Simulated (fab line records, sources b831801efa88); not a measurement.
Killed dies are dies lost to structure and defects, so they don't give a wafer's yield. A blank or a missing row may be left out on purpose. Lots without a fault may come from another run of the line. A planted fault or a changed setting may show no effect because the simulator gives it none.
Problem report in the 8D (eight disciplines) form, filled by code | flow sky130 | the parts of the form that need people (team, actions taken, sign-off) are left out

1. THE PROBLEM
killed_at_M4_up at SKY_PAD_OPEN_PROBE_99 reads a mean of 61.3 on 3 wafers of 2 lots; wafers without a fault read 3.1 with a standard deviation of 1.7. That is +34 standard deviations from the usual mean.
First seen on wafer L998.1, day 49 15:43, on prober-02. The record holds 24 wafers of 8 lots with a number at this step. Rule for "out", or "out of limits": more than 4 standard deviations from the usual mean. The other wafers with a number count as sound.

2. WHAT IT IS AND WHAT IT IS NOT
question                    | is                                                         | is not
which readings at this step | killed_at_M4_up, sort_bin_3_pad_short, sort_bin_5_function | killed_at_M0_to_M3, killed_at_contacts, killed_at_front_end, killed_at_other, killed_open, sort_bin_6_memory
which lots                  | L998, L999                                                 | L980, L985, L986, L989, L991, L992
which wafers of those lots  | L998.1, L999.2, L999.6                                     | L998.4, L998.5, L999.5
read on which tools         | prober-01, prober-02                                       | -
when                        | from day 49 15:43                                          | up to then (18 sound wafers); but 3 sound wafers of L998, L999 came after

3. SUSPECTS, AND WHAT RULES EACH OUT
Counting: a tool at a process step up to the reading stays a suspect if it ran every lot that is out. Sound lots after the first of them don't rule it out here, since some wafers of a struck lot are sound.
- cvd_w-02 at SKY_VIA4_CVD_18 (deposits W, target thk 505 nm, time 152.14 s): kept. It ran every lot that is out, first L998 (day 47 04:59); its last sound lot up to then is L992 (day 45 20:03).
- Within cvd_w-02 at SKY_VIA4_CVD_18: the wafers that are out ran in chamber 0; their sound lot-mates ran in chamber 1.
Left after counting: cvd_w-02 at SKY_VIA4_CVD_18.

4. THE CAUSE (what the simulator had put in)
Chamber particle source: cvd_w-02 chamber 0, from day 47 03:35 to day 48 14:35, at SKY_VIA4_CVD_18. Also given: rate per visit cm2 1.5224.
Counting left only this tool.

5. THE CHAIN OF EFFECTS, in route order
Each row: a reading whose mean over the struck wafers that have a number lies more than 3 standard deviations from the usual. Only readings for which the record gives a usual standard deviation are gone through. hours: the time from each lot's start at the first step in this table that gives one to its start at this step, as a median over the lots. sigmas: the change in usual standard deviations.
hours | step                  | reading              | usual  | on struck wafers | change | sigmas
0     | SKY_PAD_OPEN_PROBE_99 | defect_limited_yield | 82.5 % | 72.5             | -10.0  | -5.3
0     | SKY_PAD_OPEN_PROBE_99 | killed_at_M4_up      | 3.1    | 61.3             | +58.2  | +34
0     | SKY_PAD_OPEN_PROBE_99 | killed_dies          | 86     | 135              | +49    | +5.1
0     | SKY_PAD_OPEN_PROBE_99 | sort_bin_3_pad_short | 0.8 %  | 4.1              | +3.3   | +8.2
0     | SKY_PAD_OPEN_PROBE_99 | sort_bin_5_function  | 10.4 % | 16.8             | +6.4   | +4.3
0     | SKY_PAD_OPEN_PROBE_99 | sort_n_pass          | 406    | 357              | -49    | -5.1
0     | SKY_PAD_OPEN_PROBE_99 | sort_yield_pct       | 82.5 % | 72.5             | -10.0  | -5.3
The process steps in it:
- SKY_PAD_OPEN_PROBE_99

6. WHAT WOULD HAVE CAUGHT IT SOONER
In this record the first reading out of limits was taken at day 49 15:43, 60 hours after the fault began at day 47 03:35.
Of the tool readings at SKY_VIA4_CVD_18 for which the record gives a usual standard deviation, none was out on any struck wafer, so an alarm limit of 4 standard deviations on them would not have fired.
All the lots that are out (2) had begun SKY_VIA4_CVD_18 on cvd_w-02 by day 49 15:43. A hold on the tool at that time would have spared none of them.
